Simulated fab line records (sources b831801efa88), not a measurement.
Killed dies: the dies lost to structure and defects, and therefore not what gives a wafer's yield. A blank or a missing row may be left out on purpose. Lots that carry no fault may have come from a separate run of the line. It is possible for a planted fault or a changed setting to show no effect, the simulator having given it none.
The tool behind it: which one? | flow gf180mcu | Sampling: 7 lots, 21 wafers, 2 of 602 route steps

## WHAT THE GAUGES READ, wafer by wafer
GF_POLY_GATE_CD_MEAS_10 targets a cd of 280 nm.
lot  | measured     | on        | cd-nm (nm)
L311 | day 9 19:50  | cd-sem-01 | 280.5 281.2 281.2
L313 | day 10 12:54 | cd-sem-02 | 280.5 281.4 279.4
L317 | day 11 14:58 | cd-sem-02 | 294.4 293.8 294.0
L326 | day 14 07:15 | cd-sem-02 | 279.9 281.4 281.8
L328 | day 14 19:32 | cd-sem-01 | 280.3 279.3 280.3
L330 | day 15 12:06 | cd-sem-02 | 281.6 281.0 280.2
L332 | day 16 05:38 | cd-sem-01 | 281.3 281.7 281.1

## WHAT TOOL EACH LOT RAN ON (gives the tool, then ch and the chambers of the sampled wafers, and finally the start)
lot  | GF_POLY_GATE_SOFTBAKE_06
L311 | litho-track-03 ch 0, day 9 11:00
L313 | litho-track-04 ch 0, day 10 03:00
L317 | litho-track-04 ch 0, day 11 05:00
L326 | litho-track-03 ch 0, day 13 21:00
L328 | litho-track-02 ch 0, day 14 08:00
L330 | litho-track-02 ch 0, day 15 01:00
L332 | litho-track-04 ch 0, day 15 18:00
- GF_POLY_GATE_SOFTBAKE_06: time 60 s.

## THE ANSWER, worked out from the rows above alone
Rule: the lots themselves supply what counts as usual. Put in order of their means at a reading, lots are off if they are a third of the lots or fewer, leave a main group of 4 or more, and stand apart from it by a gap of 3 or more times the standard deviation of the main group's means; of several such gaps the widest counts. If all means in a main group match to the digits the tables above print for the reading, that group is not used. A lot without any number at a reading at which 4 lots or more have one is off too. Any other lot the step has rows for is counted as sound.
Off: L317, at GF_POLY_GATE_CD_MEAS_10 (cd-nm). Main group: mean 280.8 nm, sd 0.46.
A tool fits if, at a process step before that reading, it ran every lot that is off, and no sound lot after the first of them. Those tools and the gauges at GF_POLY_GATE_CD_MEAS_10 are tried in the same way. Not one of the candidates tried fits.

## WHAT THE SIMULATOR HAD INSERTED
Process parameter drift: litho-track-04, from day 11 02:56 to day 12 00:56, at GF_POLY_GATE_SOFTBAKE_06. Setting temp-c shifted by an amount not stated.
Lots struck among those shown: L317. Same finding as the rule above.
